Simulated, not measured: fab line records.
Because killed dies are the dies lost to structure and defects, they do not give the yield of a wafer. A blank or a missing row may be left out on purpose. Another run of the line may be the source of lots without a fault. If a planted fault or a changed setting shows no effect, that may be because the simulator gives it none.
Which tool is to blame? / flow gf180mcu / 36 wafers from 12 lots sampled at 5 of the route's 602 steps

## WHAT EACH GAUGE READ, for each wafer
GF_PSD_TW_MEAS_11. Usual: PSD_TW 3160, standard deviation 21.
lot=L271; measured=day 14 06:47; on=film_metro-02; PSD_TW=3160 3181 3167; flag=
lot=L273; measured=day 14 21:05; on=film_metro-01; PSD_TW=3152 3152 3165; flag=
lot=L274; measured=day 15 00:01; on=film_metro-03; PSD_TW=3169 3184 3140; flag=
lot=L277; measured=day 16 02:29; on=film_metro-02; PSD_TW=3157 3143 3172; flag=
lot=L278; measured=day 16 20:14; on=film_metro-01; PSD_TW=3161 3152 3159; flag=
lot=L279; measured=day 17 01:17; on=film_metro-02; PSD_TW=3193 3198 3184; flag=
lot=L280; measured=day 17 04:11; on=film_metro-02; PSD_TW=3186 3183 3182; flag=
lot=L281; measured=day 17 21:36; on=film_metro-01; PSD_TW=3133 3133 3133; flag=
lot=L283; measured=day 18 21:08; on=film_metro-01; PSD_TW=3127 3127 3133; flag=
lot=L289; measured=day 20 11:41; on=film_metro-03; PSD_TW=3182 3184 3178; flag=
lot=L290; measured=day 21 00:02; on=film_metro-02; PSD_TW=3215 3218 3206; flag=
lot=L294; measured=day 22 07:05; on=film_metro-01; PSD_TW=3150 3153 3162; flag=

GF_PSD_RS_MEAS_15: uses a four-point probe to measure. Usual: PSD_RS 108.56 ohm/sq, standard deviation 0.26.
lot=L271; measured=day 14 07:05; on=film_metro-02; PSD_RS (ohm/sq)=108.80 108.73 108.73; flag=
lot=L273; measured=day 14 21:24; on=film_metro-03; PSD_RS (ohm/sq)=108.12 108.42 108.36; flag=
lot=L274; measured=day 15 00:22; on=film_metro-03; PSD_RS (ohm/sq)=109.01 108.58 108.72; flag=
lot=L277; measured=day 16 02:49; on=film_metro-01; PSD_RS (ohm/sq)=108.73 108.63 108.72; flag=
lot=L278; measured=day 16 20:32; on=film_metro-03; PSD_RS (ohm/sq)=108.24 108.34 108.33; flag=
lot=L279; measured=day 17 01:36; on=film_metro-01; PSD_RS (ohm/sq)=108.36 108.71 108.72; flag=
lot=L280; measured=day 17 04:30; on=film_metro-03; PSD_RS (ohm/sq)=108.61 108.27 108.53; flag=
lot=L281; measured=day 17 21:56; on=film_metro-03; PSD_RS (ohm/sq)=108.56 108.30 108.16; flag=
lot=L283; measured=day 18 21:29; on=film_metro-01; PSD_RS (ohm/sq)=109.30 108.96 108.96; flag=
lot=L289; measured=day 20 12:01; on=film_metro-01; PSD_RS (ohm/sq)=107.02 107.13 106.71; flag=OFF
lot=L290; measured=day 21 00:20; on=film_metro-03; PSD_RS (ohm/sq)=107.13 107.47 107.45; flag=OFF
lot=L294; measured=day 22 07:26; on=film_metro-01; PSD_RS (ohm/sq)=108.25 108.39 108.07; flag=

GF_V1_CD_MEAS_14: target cd 260 nm. Usual: 260.0 nm for cd_nm, sd 1.1.
lot=L271; measured=day 18 01:36; on=cd_sem-02; cd_nm (nm)=260.9 261.0 260.1; flag=
lot=L273; measured=day 18 21:25; on=cd_sem-02; cd_nm (nm)=260.6 259.6 260.8; flag=
lot=L274; measured=day 19 01:03; on=cd_sem-01; cd_nm (nm)=260.9 262.1 262.0; flag=
lot=L277; measured=day 20 06:37; on=cd_sem-02; cd_nm (nm)=259.1 259.9 258.7; flag=
lot=L278; measured=day 21 01:56; on=cd_sem-01; cd_nm (nm)=260.0 259.7 260.7; flag=
lot=L279; measured=day 21 07:17; on=cd_sem-01; cd_nm (nm)=259.1 259.6 258.9; flag=
lot=L280; measured=day 21 09:20; on=cd_sem-02; cd_nm (nm)=260.6 259.9 259.8; flag=
lot=L281; measured=day 22 02:37; on=cd_sem-02; cd_nm (nm)=261.3 261.9 261.7; flag=
lot=L283; measured=day 23 00:51; on=cd_sem-01; cd_nm (nm)=257.7 259.2 258.5; flag=
lot=L289; measured=day 24 12:30; on=cd_sem-02; cd_nm (nm)=260.0 260.0 259.6; flag=
lot=L290; measured=day 24 23:22; on=cd_sem-01; cd_nm (nm)=259.8 261.8 261.6; flag=
lot=L294; measured=day 26 04:46; on=cd_sem-01; cd_nm (nm)=261.3 260.4 260.6; flag=

## WHICH TOOL RAN EACH LOT (tool, then ch and the chambers of the sampled wafers, then the start)
lot=L271; GF_PSD_IMPLANT_09=implanter-01 ch 0, day 14 06:32; GF_PSD_STRIP_10=plasma_asher-04 ch 0,1, day 14 06:41
lot=L273; GF_PSD_IMPLANT_09=implanter-02 ch 0, day 14 20:50; GF_PSD_STRIP_10=plasma_asher-02 ch 0,1, day 14 20:58
lot=L274; GF_PSD_IMPLANT_09=implanter-01 ch 0, day 14 23:47; GF_PSD_STRIP_10=plasma_asher-04 ch 0,1, day 14 23:54
lot=L277; GF_PSD_IMPLANT_09=implanter-02 ch 0, day 16 02:16; GF_PSD_STRIP_10=plasma_asher-03 ch 0,1, day 16 02:23
lot=L278; GF_PSD_IMPLANT_09=implanter-02 ch 0, day 16 19:59; GF_PSD_STRIP_10=plasma_asher-04 ch 0,1, day 16 20:08
lot=L279; GF_PSD_IMPLANT_09=implanter-03 ch 0, day 17 01:02; GF_PSD_STRIP_10=plasma_asher-02 ch 0,1, day 17 01:11
lot=L280; GF_PSD_IMPLANT_09=implanter-03 ch 0, day 17 03:56; GF_PSD_STRIP_10=plasma_asher-02 ch 0,1, day 17 04:05
lot=L281; GF_PSD_IMPLANT_09=implanter-01 ch 0, day 17 21:23; GF_PSD_STRIP_10=plasma_asher-02 ch 0,1, day 17 21:31
lot=L283; GF_PSD_IMPLANT_09=implanter-01 ch 0, day 18 20:56; GF_PSD_STRIP_10=plasma_asher-03 ch 0,1, day 18 21:02
lot=L289; GF_PSD_IMPLANT_09=implanter-01 ch 0, day 20 11:29; GF_PSD_STRIP_10=plasma_asher-03 ch 0,1, day 20 11:35
lot=L290; GF_PSD_IMPLANT_09=implanter-01 ch 0, day 20 23:47; GF_PSD_STRIP_10=plasma_asher-04 ch 0,1, day 20 23:56
lot=L294; GF_PSD_IMPLANT_09=implanter-02 ch 0, day 22 06:50; GF_PSD_STRIP_10=plasma_asher-02 ch 0,1, day 22 06:59
- GF_PSD_IMPLANT_09
- GF_PSD_STRIP_10: strips in O2/N2.

## AS READ BY THE TOOLS THEMSELVES (means over the sampled wafers that have a number; for cases with no such wafer, the mark the record gives instead)
GF_PSD_IMPLANT_09. Usual: beam_energy_keV 40.001, standard deviation 0.013; tilt_deg 6.999 degrees, standard deviation 0.017.
lot=L271; tool=implanter-01; beam_energy_keV=40.023; tilt_deg (degrees)=6.995; flag=
lot=L273; tool=implanter-02; beam_energy_keV=40.001; tilt_deg (degrees)=7.002; flag=
lot=L274; tool=implanter-01; beam_energy_keV=39.996; tilt_deg (degrees)=7.002; flag=
lot=L277; tool=implanter-02; beam_energy_keV=39.997; tilt_deg (degrees)=6.988; flag=
lot=L278; tool=implanter-02; beam_energy_keV=39.976; tilt_deg (degrees)=7.012; flag=
lot=L279; tool=implanter-03; beam_energy_keV=40.000; tilt_deg (degrees)=6.994; flag=
lot=L280; tool=implanter-03; beam_energy_keV=40.009; tilt_deg (degrees)=6.996; flag=
lot=L281; tool=implanter-01; beam_energy_keV=40.008; tilt_deg (degrees)=7.009; flag=
lot=L283; tool=implanter-01; beam_energy_keV=40.002; tilt_deg (degrees)=6.985; flag=
lot=L289; tool=implanter-01; beam_energy_keV=41.083; tilt_deg (degrees)=6.995; flag=OFF
lot=L290; tool=implanter-01; beam_energy_keV=41.099; tilt_deg (degrees)=6.975; flag=OFF
lot=L294; tool=implanter-02; beam_energy_keV=39.996; tilt_deg (degrees)=6.990; flag=

GF_PSD_STRIP_10. Usual: drypump_motor_current_A 5.8 A, standard deviation 0.44; heater_power_w 317 W, standard deviation 32; oes_product_au 0.592 a.u., standard deviation 0.0049; strip_time_to_endpoint_s 16.52 s, standard deviation 0.037.
lot=L271; tool=plasma_asher-04; drypump_motor_current_A (A)=6.0; heater_power_w (W)=333; oes_product_au (a.u.)=0.593; strip_time_to_endpoint_s (s)=16.47; flag=
lot=L273; tool=plasma_asher-02; drypump_motor_current_A (A)=5.5; heater_power_w (W)=324; oes_product_au (a.u.)=0.593; strip_time_to_endpoint_s (s)=16.56; flag=
lot=L274; tool=plasma_asher-04; drypump_motor_current_A (A)=5.7; heater_power_w (W)=321; oes_product_au (a.u.)=0.590; strip_time_to_endpoint_s (s)=16.52; flag=
lot=L277; tool=plasma_asher-03; drypump_motor_current_A (A)=5.9; heater_power_w (W)=305; oes_product_au (a.u.)=0.596; strip_time_to_endpoint_s (s)=16.52; flag=
lot=L278; tool=plasma_asher-04; drypump_motor_current_A (A)=5.7; heater_power_w (W)=314; oes_product_au (a.u.)=0.591; strip_time_to_endpoint_s (s)=16.52; flag=
lot=L279; tool=plasma_asher-02; drypump_motor_current_A (A)=5.6; heater_power_w (W)=316; oes_product_au (a.u.)=0.590; strip_time_to_endpoint_s (s)=16.56; flag=
lot=L280; tool=plasma_asher-02; drypump_motor_current_A (A)=5.6; heater_power_w (W)=314; oes_product_au (a.u.)=0.590; strip_time_to_endpoint_s (s)=16.49; flag=
lot=L281; tool=plasma_asher-02; drypump_motor_current_A (A)=5.6; heater_power_w (W)=315; oes_product_au (a.u.)=0.597; strip_time_to_endpoint_s (s)=16.51; flag=
lot=L283; tool=plasma_asher-03; drypump_motor_current_A (A)=6.0; heater_power_w (W)=282; oes_product_au (a.u.)=0.589; strip_time_to_endpoint_s (s)=16.54; flag=
lot=L289; tool=plasma_asher-03; drypump_motor_current_A (A)=6.0; heater_power_w (W)=284; oes_product_au (a.u.)=0.591; strip_time_to_endpoint_s (s)=16.62; flag=
lot=L290; tool=plasma_asher-04; drypump_motor_current_A (A)=5.7; heater_power_w (W)=311; oes_product_au (a.u.)=0.588; strip_time_to_endpoint_s (s)=16.65; flag=OFF
lot=L294; tool=plasma_asher-02; drypump_motor_current_A (A)=5.5; heater_power_w (W)=328; oes_product_au (a.u.)=0.593; strip_time_to_endpoint_s (s)=16.56; flag=

## THE ANSWER, worked out from the rows above alone
Rule: a lot counts as off when the mean over its wafers that have a number is more than 3 standard deviations away from the usual mean. A lot without any number at a reading at which 4 lots or more have one is off too. All remaining lots with rows at the step are treated as sound. First the gauges in route order, then the tools' own readings, where a lot's mean is used as printed above. At the first step where some lot is off, the reading lying furthest off is the one used; lots without a number count as furthest.
Off: L289, L290, seen at GF_PSD_RS_MEAS_15 (PSD_RS).
A tool fits if, at a process step before that reading, it ran every lot that is off, and no sound lot after the first of them. The gauges at GF_PSD_RS_MEAS_15 aren't tried: what is off there is off at GF_PSD_IMPLANT_09 too, on other tools, and a gauge's error can't cause that. One fits: implanter-01 at GF_PSD_IMPLANT_09. Its last sound lot is L283 (day 18 20:56), its first lot that is off L289 (day 20 11:29): a fault that began between those two fits.
On the lots that are off, the tool's own readings at GF_PSD_IMPLANT_09 differ by more than 5 times the standard deviation of the sound lots' means, which bears it out; beam_energy_keV reads 41.091 there versus 40.001 on the sound lots.

## WHAT WAS PUT IN BY THE SIMULATOR
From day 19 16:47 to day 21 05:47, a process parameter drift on implanter-01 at GF_PSD_IMPLANT_09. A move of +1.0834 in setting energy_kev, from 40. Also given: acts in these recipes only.
Shown lots that were struck: L289, L290. The same result came from the rule above.
